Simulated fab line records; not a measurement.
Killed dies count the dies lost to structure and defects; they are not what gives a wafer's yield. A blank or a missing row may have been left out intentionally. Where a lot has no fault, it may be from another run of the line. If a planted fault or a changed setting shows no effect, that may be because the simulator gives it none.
The same fault as seen by 2 desks | flow sky130 | only its own numbers are on each desk; what lay behind them is given at the end

== AT THE METROLOGY DESK ==
What the gauges read for every lot (on any tool): the sampled wafers with a number, averaged. Any lot whose mean is over 4 standard deviations away from the usual mean is out of limits and marked OUT; that distance is given in the brackets.
Columns: A = METAL2_ALCU_RS at SKY_METAL2_RS_MEAS_05, usual 0.1272 ohm/sq; B = METAL2_ALCU_THK at SKY_METAL2_THK_MEAS_06, usual 245.3 nm; C = METAL2_OVL at SKY_METAL2_OVL_MEAS_16, usual -2 nm
lot  | first seen here | A      | B     | C
L945 | day 32 00:55    | 0.1276 | 243.9 | -1
L947 | day 32 03:55    | 0.1272 | 244.6 | -2
L950 | day 33 01:11    | 0.1272 | 245.9 | -3
L955 | day 34 09:32    | 0.1276 | 237.8 | -6
L956 | day 34 19:04    | 0.1266 | 240.7 | -1
L960 | day 36 03:18    | 0.1255 | 249.3 | -6
L964 | day 43 21:18    | 0.1267 | 244.1 | 3
L962 | day 44 01:10    | 0.1288 | 240.8 | -4
L965 | day 44 03:50    | 0.1280 | 245.6 | 3
L966 | day 44 04:40    | 0.1285 | 241.3 | -6
This desk found nothing out of limits on any of the 10 lots.

== DESK OF THE TOOL OWNER: pvd_sputter-02 ==
The tool's own readings at SKY_METAL2_SPUTTER_04 (material TiN, target thk 70 nm, time 58.3 s): means of the sampled wafers that have a number, for each lot that ran on this tool. Any lot whose mean is over 4 standard deviations away from the usual mean is out of limits and marked OUT; that distance is given in the brackets.
Columns: A = cathode_dc_power_W at SKY_METAL2_SPUTTER_04, usual 6499.9 W; B = throttle_valve_pct at SKY_METAL2_SPUTTER_04, usual 29.4 %
lot  | first seen here | A                        | B
L945 | day 32 00:52    | 6500.0                   | 30.0
L947 | day 32 03:52    | 6500.9                   | 29.5
L950 | day 33 01:08    | 6500.0                   | 29.6
L955 | day 34 09:28    | 7693.7 (+99 or more) OUT | 29.9
L956 | day 34 19:00    | 7691.9 (+99 or more) OUT | 29.9
L964 | day 43 21:14    | 6499.8                   | 29.5
L962 | day 44 01:06    | 6499.9                   | 29.5
L966 | day 44 04:35    | 6500.5                   | 29.5
This desk's finding: out of limits on L955, L956; first on L955, day 34 09:28 (cathode_dc_power_W at SKY_METAL2_SPUTTER_04). L945, L947, L950, L964, L962, L966 stayed within limits.

== BROUGHT TOGETHER ==
The tool owner's desk had the chance to raise an alarm at day 34 09:28 on L955, L956.
Nothing out of limits was seen by the metrology desk.
The metrology desk holds a record of L955, L956, inside its limits.
SKY_METAL2_SPUTTER_04 was run on pvd_sputter-02 by each of the lots named.

== WHAT HAD BEEN PUT IN BY THE SIMULATOR ==
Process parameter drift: pvd_sputter-02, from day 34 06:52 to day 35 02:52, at SKY_METAL2_SPUTTER_04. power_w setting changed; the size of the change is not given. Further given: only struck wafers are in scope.
Struck lots among those shown: L955, L956.
How many hours passed from the start of the fault until each desk's first out-of-limits reading: the tool owner's desk, 3.
